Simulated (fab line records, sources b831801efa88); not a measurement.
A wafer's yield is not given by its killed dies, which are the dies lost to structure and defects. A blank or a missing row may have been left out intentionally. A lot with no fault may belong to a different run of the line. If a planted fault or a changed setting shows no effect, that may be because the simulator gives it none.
What tool caused it? / flow sky130 / 12 lots, 36 wafers sampled, at 4 steps of a route of 708

WHAT EACH GAUGE READ, for each wafer
SKY_VT_ADJUST_LVTN_TW_MEAS_10. Usual: VT_ADJUST_LVTN_TW gives 239 (standard deviation 4.3).
lot=L671; measured=day 6 22:23; on=film_metro-02; VT_ADJUST_LVTN_TW=239 240 239; flag=
lot=L672; measured=day 7 06:08; on=film_metro-01; VT_ADJUST_LVTN_TW=235 237 236; flag=
lot=L673; measured=day 7 09:50; on=film_metro-03; VT_ADJUST_LVTN_TW=245 245 244; flag=
lot=L674; measured=day 7 14:44; on=film_metro-02; VT_ADJUST_LVTN_TW=291 293 292; flag=OFF
lot=L676; measured=day 8 05:44; on=film_metro-03; VT_ADJUST_LVTN_TW=244 241 243; flag=
lot=L678; measured=day 9 02:46; on=film_metro-01; VT_ADJUST_LVTN_TW=289 287 289; flag=OFF
lot=L679; measured=day 9 03:20; on=film_metro-03; VT_ADJUST_LVTN_TW=245 245 245; flag=
lot=L682; measured=day 10 00:39; on=film_metro-01; VT_ADJUST_LVTN_TW=289 288 288; flag=OFF
lot=L687; measured=day 11 08:10; on=film_metro-01; VT_ADJUST_LVTN_TW=236 235 235; flag=
lot=L692; measured=day 12 21:01; on=film_metro-03; VT_ADJUST_LVTN_TW=245 245 245; flag=
lot=L691; measured=day 12 22:52; on=film_metro-02; VT_ADJUST_LVTN_TW=238 240 240; flag=
lot=L693; measured=day 13 01:41; on=film_metro-03; VT_ADJUST_LVTN_TW=246 247 247; flag=

SKY_LDD_N_TW_MEAS_17. Usual: LDD_N_TW gives 2595 (standard deviation 21).
lot=L671; measured=day 17 20:11; on=film_metro-04; LDD_N_TW=2573 2583 2600; flag=
lot=L672; measured=day 17 20:48; on=film_metro-04; LDD_N_TW=2595 2603 2583; flag=
lot=L673; measured=day 18 11:18; on=film_metro-03; LDD_N_TW=2614 2632 2627; flag=
lot=L674; measured=day 19 06:15; on=film_metro-04; LDD_N_TW=2583 2586 2576; flag=
lot=L676; measured=day 20 00:17; on=film_metro-02; LDD_N_TW=2579 2602 2577; flag=
lot=L678; measured=day 21 01:46; on=film_metro-04; LDD_N_TW=2600 2593 2606; flag=
lot=L679; measured=day 21 03:23; on=film_metro-03; LDD_N_TW=2628 2632 2638; flag=
lot=L682; measured=day 22 08:55; on=film_metro-03; LDD_N_TW=2623 2630 2637; flag=
lot=L687; measured=day 24 01:26; on=film_metro-04; LDD_N_TW=2594 2597 2594; flag=
lot=L692; measured=day 25 11:04; on=film_metro-04; LDD_N_TW=2579 2604 2595; flag=
lot=L691; measured=day 25 18:23; on=film_metro-02; LDD_N_TW=2556 2548 2561; flag=
lot=L693; measured=day 26 02:38; on=film_metro-03; LDD_N_TW=2619 2632 2595; flag=

SKY_SPACER_THK_MEAS_01. Usual: SPACER_CVD_00_THK gives 43.0 nm (standard deviation 0.42).
lot=L671; measured=day 22 23:20; on=film_metro-04; SPACER_CVD_00_THK (nm)=43.0 43.1 43.3; flag=
lot=L672; measured=day 23 01:40; on=film_metro-04; SPACER_CVD_00_THK (nm)=43.5 43.5 43.1; flag=
lot=L673; measured=day 23 20:59; on=film_metro-03; SPACER_CVD_00_THK (nm)=43.5 43.9 44.0; flag=
lot=L674; measured=day 24 10:53; on=film_metro-03; SPACER_CVD_00_THK (nm)=43.2 43.2 42.9; flag=
lot=L676; measured=day 25 03:11; on=film_metro-01; SPACER_CVD_00_THK (nm)=43.0 42.2 42.8; flag=
lot=L678; measured=day 26 04:07; on=film_metro-01; SPACER_CVD_00_THK (nm)=42.5 42.3 42.8; flag=
lot=L679; measured=day 26 04:07; on=film_metro-03; SPACER_CVD_00_THK (nm)=42.7 42.7 42.9; flag=
lot=L682; measured=day 27 08:29; on=film_metro-03; SPACER_CVD_00_THK (nm)=42.5 42.5 42.7; flag=
lot=L687; measured=day 28 23:51; on=film_metro-03; SPACER_CVD_00_THK (nm)=42.4 42.5 42.3; flag=
lot=L692; measured=day 30 06:59; on=film_metro-03; SPACER_CVD_00_THK (nm)=43.2 43.3 43.2; flag=
lot=L691; measured=day 30 15:12; on=film_metro-01; SPACER_CVD_00_THK (nm)=43.0 43.0 43.1; flag=
lot=L693; measured=day 30 22:32; on=film_metro-03; SPACER_CVD_00_THK (nm)=43.4 43.4 43.0; flag=

TOOL THAT RAN EACH LOT (tool first, then ch and the chambers of the sampled wafers, then the start)
lot=L671; SKY_VT_ADJUST_LVTN_IMPLANT_08=implanter-02 ch 0, day 6 22:08
lot=L672; SKY_VT_ADJUST_LVTN_IMPLANT_08=implanter-01 ch 0, day 7 05:53
lot=L673; SKY_VT_ADJUST_LVTN_IMPLANT_08=implanter-03 ch 0, day 7 09:35
lot=L674; SKY_VT_ADJUST_LVTN_IMPLANT_08=implanter-01 ch 0, day 7 14:10
lot=L676; SKY_VT_ADJUST_LVTN_IMPLANT_08=implanter-02 ch 0, day 8 05:31
lot=L678; SKY_VT_ADJUST_LVTN_IMPLANT_08=implanter-03 ch 0, day 9 02:04
lot=L679; SKY_VT_ADJUST_LVTN_IMPLANT_08=implanter-03 ch 0, day 9 03:05
lot=L682; SKY_VT_ADJUST_LVTN_IMPLANT_08=implanter-03 ch 0, day 10 00:05
lot=L687; SKY_VT_ADJUST_LVTN_IMPLANT_08=implanter-01 ch 0, day 11 07:55
lot=L692; SKY_VT_ADJUST_LVTN_IMPLANT_08=implanter-01 ch 0, day 12 20:47
lot=L691; SKY_VT_ADJUST_LVTN_IMPLANT_08=implanter-01 ch 0, day 12 22:37
lot=L693; SKY_VT_ADJUST_LVTN_IMPLANT_08=implanter-01 ch 0, day 13 01:26
- SKY_VT_ADJUST_LVTN_IMPLANT_08

AS READ BY THE TOOLS THEMSELVES (means over the sampled wafers that have a number; for cases with no such wafer, the mark the record gives instead)
SKY_VT_ADJUST_LVTN_IMPLANT_08. Usual: 29.998 for beam_energy_keV, sd 0.0083.
lot=L671 tool=implanter-02 beam_energy_keV=29.998 flag=
lot=L672 tool=implanter-01 beam_energy_keV=29.995 flag=
lot=L673 tool=implanter-03 beam_energy_keV=30.002 flag=
lot=L674 tool=implanter-01 beam_energy_keV=30.002 flag=
lot=L676 tool=implanter-02 beam_energy_keV=30.002 flag=
lot=L678 tool=implanter-03 beam_energy_keV=29.998 flag=
lot=L679 tool=implanter-03 beam_energy_keV=29.996 flag=
lot=L682 tool=implanter-03 beam_energy_keV=29.999 flag=
lot=L687 tool=implanter-01 beam_energy_keV=29.996 flag=
lot=L692 tool=implanter-01 beam_energy_keV=30.006 flag=
lot=L691 tool=implanter-01 beam_energy_keV=30.000 flag=
lot=L693 tool=implanter-01 beam_energy_keV=29.990 flag=

THE ANSWER, worked out from the rows above alone
Rule: a lot counts as off when the mean over its wafers that have a number is more than 3 standard deviations away from the usual mean. A lot without any number at a reading at which 4 lots or more have one is off too. Where the step has rows for the other lots, those lots are counted as sound. Order of review: gauges by route order, followed by the tools' own readings, for which a lot's mean as printed above is used. At the first step where some lot is off, the reading lying furthest off is the one used; lots without a number count as furthest.
Off: at SKY_VT_ADJUST_LVTN_TW_MEAS_10 (VT_ADJUST_LVTN_TW), L674, L678, L682.
If a tool, at a process step before that reading, ran all the lots that are off and no sound lot after the first of them, it fits. The gauges at SKY_VT_ADJUST_LVTN_TW_MEAS_10 are tried like those tools. None of those tried fits.

WHAT THE SIMULATOR HAD INSERTED
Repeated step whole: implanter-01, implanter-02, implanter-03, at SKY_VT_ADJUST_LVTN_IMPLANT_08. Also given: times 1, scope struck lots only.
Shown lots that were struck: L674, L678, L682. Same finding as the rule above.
